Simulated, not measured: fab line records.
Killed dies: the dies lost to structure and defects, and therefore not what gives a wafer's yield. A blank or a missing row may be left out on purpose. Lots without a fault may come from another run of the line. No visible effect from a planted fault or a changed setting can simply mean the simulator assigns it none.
Check of tool commonality :: flow sky130 :: Lots sampled 13, wafers sampled 39

## WHAT PROMPTED THE OPENING
Of 13 lots, 3 have the reading LDD_HVP_OVL flagged at SKY_LDD_HVP_OVL_MEAS_07. No-fault wafers: 0.4 nm, standard deviation 1.2.
Rule: a lot is flagged in two cases, either no wafer of it has a number, or all its wafers with numbers fall more than 4 standard deviations from that mean. The other lots count as sound.

lot: L587
measured: day 21 21:19
on: overlay-02
LDD_HVP_OVL (nm), wafer by wafer: 1.8 0.4 0.9
flag: 

lot: L588
measured: day 22 01:43
on: overlay-01
LDD_HVP_OVL (nm), wafer by wafer: 0.2 -0.6 0.3
flag: 

lot: L589
measured: day 22 15:11
on: overlay-01
LDD_HVP_OVL (nm), wafer by wafer: 1.4 1.9 1.9
flag: 

lot: L593
measured: day 24 06:34
on: overlay-01
LDD_HVP_OVL (nm), wafer by wafer: -1.4 0.1 -0.9
flag: 

lot: L594
measured: day 24 16:41
on: overlay-01
LDD_HVP_OVL (nm), wafer by wafer: 2.5 1.5 2.0
flag: 

lot: L595
measured: day 24 23:49
on: overlay-01
LDD_HVP_OVL (nm), wafer by wafer: 2.5 2.2 0.9
flag: 

lot: L596
measured: day 25 07:49
on: overlay-02
LDD_HVP_OVL (nm), wafer by wafer: 0.9 2.3 0.7
flag: 

lot: L597
measured: day 25 17:04
on: overlay-02
LDD_HVP_OVL (nm), wafer by wafer: 0.3 -1.7 0.6
flag: 

lot: L601
measured: day 26 22:49
on: overlay-01
LDD_HVP_OVL (nm), wafer by wafer: -81.2 -83.4 -84.1
flag: FLAGGED

lot: L600
measured: day 26 23:26
on: overlay-02
LDD_HVP_OVL (nm), wafer by wafer: -82.4 -81.5 -81.7
flag: FLAGGED

lot: L603
measured: day 27 19:07
on: overlay-02
LDD_HVP_OVL (nm), wafer by wafer: 1.1 -0.8 0.2
flag: 

lot: L602
measured: day 27 19:26
on: overlay-01
LDD_HVP_OVL (nm), wafer by wafer: -81.9 -83.7 -82.1
flag: FLAGGED

lot: L609
measured: day 29 10:16
on: overlay-02
LDD_HVP_OVL (nm), wafer by wafer: 0.4 1.3 1.2
flag: 
The numbers of the flagged lots are -82.4 nm on average: -82.8 nm against the usual, or -69 standard deviations.

## EACH LOT AND THE TOOL IT RAN ON
2 process steps preceding the reading are held in the record, out of 708 steps in the route. In each cell: the tool, then ch and the chambers that the sampled wafers went through, then the start.
lot: L587
flag: 
SKY_LDD_P_STRIP_10: plasma asher-01 ch 0,1, day 19 07:23
SKY_LDD_HVP_EXPOSE_04: iline stepper-01 ch 0, day 21 06:41

lot: L588
flag: 
SKY_LDD_P_STRIP_10: plasma asher-04 ch 0,1, day 19 14:08
SKY_LDD_HVP_EXPOSE_04: iline stepper-01 ch 0, day 21 12:04

lot: L589
flag: 
SKY_LDD_P_STRIP_10: plasma asher-04 ch 0,1, day 20 03:11
SKY_LDD_HVP_EXPOSE_04: iline stepper-01 ch 0, day 22 00:20

lot: L593
flag: 
SKY_LDD_P_STRIP_10: plasma asher-04 ch 0,1, day 21 17:17
SKY_LDD_HVP_EXPOSE_04: iline stepper-02 ch 0, day 23 16:23

lot: L594
flag: 
SKY_LDD_P_STRIP_10: plasma asher-04 ch 0,1, day 22 04:25
SKY_LDD_HVP_EXPOSE_04: iline stepper-01 ch 0, day 24 02:28

lot: L595
flag: 
SKY_LDD_P_STRIP_10: plasma asher-04 ch 0,1, day 22 12:29
SKY_LDD_HVP_EXPOSE_04: iline stepper-01 ch 0, day 24 09:13

lot: L596
flag: 
SKY_LDD_P_STRIP_10: plasma asher-02 ch 0,1, day 22 20:59
SKY_LDD_HVP_EXPOSE_04: iline stepper-01 ch 0, day 24 17:05

lot: L597
flag: 
SKY_LDD_P_STRIP_10: plasma asher-04 ch 0,1, day 23 06:25
SKY_LDD_HVP_EXPOSE_04: iline stepper-02 ch 0, day 25 03:18

lot: L601
flag: FLAGGED
SKY_LDD_P_STRIP_10: plasma asher-02 ch 0, day 24 12:44
SKY_LDD_HVP_EXPOSE_04: iline stepper-01 ch 0, day 26 09:07

lot: L600
flag: FLAGGED
SKY_LDD_P_STRIP_10: plasma asher-01 ch 0,1, day 24 13:04
SKY_LDD_HVP_EXPOSE_04: iline stepper-01 ch 0, day 26 09:25

lot: L603
flag: 
SKY_LDD_P_STRIP_10: plasma asher-02 ch 0,1, day 25 09:05
SKY_LDD_HVP_EXPOSE_04: iline stepper-02 ch 0, day 27 04:33

lot: L602
flag: FLAGGED
SKY_LDD_P_STRIP_10: plasma asher-01 ch 0,1, day 25 09:29
SKY_LDD_HVP_EXPOSE_04: iline stepper-01 ch 0, day 27 04:49

lot: L609
flag: 
SKY_LDD_P_STRIP_10: plasma asher-02 ch 0,1, day 27 02:44
SKY_LDD_HVP_EXPOSE_04: iline stepper-02 ch 0, day 28 21:03
What the steps here do:
- SKY_LDD_P_STRIP_10: strips in O2/N2.
- SKY_LDD_HVP_EXPOSE_04: exposes mask HVPTM, target cd 700 nm.
- SKY_LDD_HVP_OVL_MEAS_07

## FLAGGED AGAINST TOTAL, ONE TOOL AT A TIME (gauges that did the reading follow at the end)
step: SKY_LDD_P_STRIP_10
tool: plasma asher-01
lots run: 3
flagged: 2
share of the flagged lots: some
sound lots run after its first flagged lot: 0

step: SKY_LDD_P_STRIP_10
tool: plasma asher-02
lots run: 4
flagged: 1
share of the flagged lots: some
sound lots run after its first flagged lot: 2 (L603,L609)

step: SKY_LDD_P_STRIP_10
tool: plasma asher-04
lots run: 6
flagged: 0
share of the flagged lots: none
sound lots run after its first flagged lot: -

step: SKY_LDD_HVP_EXPOSE_04
tool: iline stepper-01
lots run: 9
flagged: 3
share of the flagged lots: all
sound lots run after its first flagged lot: 0

step: SKY_LDD_HVP_EXPOSE_04
tool: iline stepper-02
lots run: 4
flagged: 0
share of the flagged lots: none
sound lots run after its first flagged lot: -

step: SKY_LDD_HVP_OVL_MEAS_07
tool: overlay-01
lots run: 7
flagged: 2
share of the flagged lots: some
sound lots run after its first flagged lot: 0

step: SKY_LDD_HVP_OVL_MEAS_07
tool: overlay-02
lots run: 6
flagged: 1
share of the flagged lots: some
sound lots run after its first flagged lot: 2 (L603,L609)

## WHAT IS ALLOWED BY THE TABLE
In the table, 1 row covers all flagged lots: iline stepper-01 at SKY_LDD_HVP_EXPOSE_04.
- iline stepper-01 at SKY_LDD_HVP_EXPOSE_04 ran 9 lots, 3 of them flagged. A fault beginning between L596 (day 24 17:05), its last sound lot, and L601 (day 26 09:07), its first flagged one, fits the data.
Left over: one tool, iline stepper-01 at SKY_LDD_HVP_EXPOSE_04.

## WHAT THE SIMULATOR HAD PUT IN
Scanner matching overlay: iline stepper-01, from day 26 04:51 on, at SKY_LDD_HVP_EXPOSE_04. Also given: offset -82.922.
Lots struck among those shown: L601, L600, L602. The rule given above showed the same thing.
